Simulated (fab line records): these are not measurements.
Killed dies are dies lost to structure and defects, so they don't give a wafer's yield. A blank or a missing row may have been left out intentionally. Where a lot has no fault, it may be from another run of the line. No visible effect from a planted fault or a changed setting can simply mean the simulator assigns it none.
A struck lot beside a sound one -- flow sky130 -- 44 steps out of a route of 708
Sound: the wafers L244.1, L244.2, L244.3. Struck: wafers L252.1, L252.6. (L252.5 of the same lot was not struck and is left out.) The cause comes at the end.
Per side, at each step with rows, come the tool, then ch with its chambers, and then its first start. Under that, the readings that differ: sound wafers -- struck wafers -- difference of the means -- sigmas: that difference in standard deviations of wafers without a fault.
alike: same words and numbers on both sides, and readings whose means sit less than 2 such deviations apart. not compared: any withheld reading, any reading some wafer has no value for, any bound like >300 that may hide the same value, and any number with overlapping values for which the record gives no deviation.
The two part at a step that has a row with sigmas, a row that says differs or no value, or rows on one side only. Numbers that don't overlap but have no deviation are shown without sigmas and don't part them. A reading missing from all wafers of one side parts the sides only when that side holds two or more wafers.

SKY_VIA2_SPUTTER_20: material TiN, target thk 20 nm, time 80 s.
  struck on pvd sputter-01, day 41 00:59; sound on pvd sputter-01, day 38 17:25
  alike: cathode dc power W, throttle valve pct
SKY_VIA2_CVD_21: deposits W, target thk 420 nm, time 126.4 s.
  sound on cvd w-01 ch 0,1, day 38 17:29; struck on cvd w-01 ch 1, day 41 01:02
  alike: heater power w
SKY_VIA2_RS_MEAS_22: the measuring method here is four-point-probe.
  struck on film metro-04, day 41 01:10; sound on film metro-01, day 38 17:37
  alike: VIA2_W_RS
SKY_VIA2_THK_MEAS_23: measures by xrf.
  struck on film metro-04, day 41 01:17; sound on film metro-01, day 38 17:44
  alike: VIA2_W_THK
then, 3 steps without rows for these wafers: SKY_VIA2_CMP_24 (polishes, stops on SiO2, t overpolish 20 s, target thk 0 nm); SKY_METAL3_SPUTTER_00 (material Ti, target thk 15 nm, time 10 s); SKY_METAL3_SPUTTER_01 (material TiN, target thk 20 nm, time 16.7 s).
SKY_METAL3_SPUTTER_02: material AlCu, target thk 735 nm, time 39.1 s.
  struck on pvd sputter-03, day 41 01:42; sound on pvd sputter-01, day 38 18:08
reading,sound,struck,difference,sigmas
cathode dc power W (W),10598 10599 10599,10603 10602,+4,+2
  alike: throttle valve pct
then, 3 steps without rows for these wafers: SKY_METAL3_SPUTTER_03 (material Ti, target thk 5 nm, time 3.3 s); SKY_METAL3_SPUTTER_04 (material TiN, target thk 70 nm, time 58.3 s); SKY_CAPM_CVD_00 (deposits SiO2, target thk 15.5 nm).
SKY_CAPM_THK_MEAS_01:
  struck on film metro-03, day 41 01:52; sound on film metro-03, day 38 18:16
  alike: CAPM_CVD_00_THK
SKY_CAPM_SPUTTER_02: material TiN, target thk 200 nm, time 166.7 s.
  struck on pvd sputter-04, day 41 01:55; sound on pvd sputter-02, day 38 18:19
  alike: cathode dc power W, throttle valve pct
  not compared: model.TiN_of_CAPM_SPUTTER_02.thk nm
SKY_CAPM_RS_MEAS_03: the measuring method here is four-point-probe.
  struck on film metro-03, day 41 02:02; sound on film metro-02, day 38 18:26
  alike: CAPM_TIN_RS
SKY_CAPM_THK_MEAS_04: measures by xrf.
  struck on film metro-03, day 41 02:09; sound on film metro-02, day 38 18:33
  alike: CAPM_TIN_THK
then, 7 steps without rows for these wafers: SKY_CAPM_DEHYDRATE_05 (time 60 s); SKY_CAPM_HMDS_06 (prime time 60 s); SKY_CAPM_COAT_07 (resist thk 1140 nm); SKY_CAPM_SOFTBAKE_08 (time 60 s); SKY_CAPM_EXPOSE_09 (exposes mask CAPM, target cd 1000 nm); SKY_CAPM_PEB_10; SKY_CAPM_DEVELOP_11 (develop time 60 s).
SKY_CAPM_OVL_MEAS_12:
  struck on overlay-02, day 42 01:17; sound on overlay-01, day 39 18:16
reading,sound,struck,difference,sigmas
CAPM_OVL (nm),-1.6 -1.1 -1.6,3.5 2.1,+4.2,+2
SKY_CAPM_METAL_ETCH_13: etches TiN in Cl2/BCl3, stops on SiO2, target depth 220 nm, time 62.9 s.
  sound on rie metal-03 ch 0,1, day 39 18:19; struck on rie metal-01 ch 0, day 42 01:20
  alike: drypump motor current A, oes product au, rf fwd power W, throttle valve pct
  not compared: rf hours counter h, model.CAPM.feature depth nm, model.etch.depth nm
then, 12 steps without rows for these wafers: SKY_CAPM_STRIP_14 (strips in O2/N2); SKY_CAPM_STRIP_15 (strips in post etch residue remover, time 1200 s); SKY_CAPM_CLEAN_16 (cleans in IPA, time 180 s); SKY_CAPM_CLEAN_17 (cleans in O3/DIW); SKY_METAL3_DEHYDRATE_05 (time 60 s); SKY_METAL3_HMDS_06 (prime time 60 s); SKY_METAL3_COAT_07 (resist thk 60 nm); SKY_METAL3_COAT_08 (resist thk 1140 nm); SKY_METAL3_SOFTBAKE_09 (time 90 s); SKY_METAL3_EXPOSE_10 (exposes mask MM3, target cd 300 nm); SKY_METAL3_PEB_11; SKY_METAL3_DEVELOP_12 (develop time 60 s).
SKY_METAL3_CD_MEAS_13: the cd target is 300 nm.
  struck on cd sem-02, day 43 01:07; sound on cd sem-02, day 40 20:10
  alike: cd nm
SKY_METAL3_OVL_MEAS_14:
  struck on overlay-02, day 43 01:14; sound on overlay-02, day 40 20:17
  alike: METAL3_OVL
SKY_METAL3_DESCUM_15: chemistry O2, time 8 s.
  sound on rie metal-02 ch 0,1, day 40 20:19; struck on rie metal-02 ch 0, day 43 01:17
  alike: drypump motor current A, oes product au, rf fwd power W
  not compared: rf hours counter h
then, 2 steps without rows for these wafers: SKY_METAL3_ETCH_16 (etches BARC in N2/H2, stops on SiO2, time 88.2 s, target depth 60 nm); SKY_METAL3_ETCH_17 (etches SiO2 in C4F8/O2/Ar, stops on TiN, time 3.9 s, target depth 15 nm).
SKY_METAL3_METAL_ETCH_18: etches the open film in Cl2/BCl3, stops on SiO2, target depth 845 nm, time 183.1 s.
  sound on rie metal-01 ch 0,1, day 40 20:28; struck on rie metal-03 ch 0,1, day 43 01:26
  alike: drypump motor current A, oes product au, rf fwd power W, throttle valve pct
  not compared: rf hours counter h
SKY_METAL3_STRIP_20: strips in post etch residue remover, time 1200 s.
  sound on wet bench-03 ch 3, day 40 20:45; struck on wet bench-03 ch 2, day 43 01:43
  alike: bath heat duty pct
  not compared: model.TiN_of_CAPM_SPUTTER_02.thk nm
-- the record jumps here: 6 days lie between the struck wafers' starts before and after (it left off in module METAL3 and takes up again in module PAD_OPEN, whose first step shown is number 708 of the route) --
SKY_PAD_OPEN_PROBE_99:
  struck on prober-02, day 49 11:09; sound on prober-02, day 47 17:45
reading,sound,struck,difference,sigmas
model.etest.cap mim.plate ohm sq,6.012 5.951 5.94,5.931 5.884,-0.060,
  alike: killed_at_M0_to_M3, killed_at_M4_up, killed at contacts, killed at front end, killed at other, killed dies, killed open, killed short

== WHERE THEY PART ==
Last at SKY_CAPM_OVL_MEAS_12 as far as this record goes, first at SKY_METAL3_SPUTTER_02. Later steps at which nothing parts them and some readings are alike: SKY_CAPM_METAL_ETCH_13, SKY_METAL3_CD_MEAS_13, SKY_METAL3_OVL_MEAS_14, SKY_METAL3_DESCUM_15, SKY_METAL3_METAL_ETCH_18, SKY_METAL3_STRIP_20, SKY_PAD_OPEN_PROBE_99.

WHY: what the simulator had put in
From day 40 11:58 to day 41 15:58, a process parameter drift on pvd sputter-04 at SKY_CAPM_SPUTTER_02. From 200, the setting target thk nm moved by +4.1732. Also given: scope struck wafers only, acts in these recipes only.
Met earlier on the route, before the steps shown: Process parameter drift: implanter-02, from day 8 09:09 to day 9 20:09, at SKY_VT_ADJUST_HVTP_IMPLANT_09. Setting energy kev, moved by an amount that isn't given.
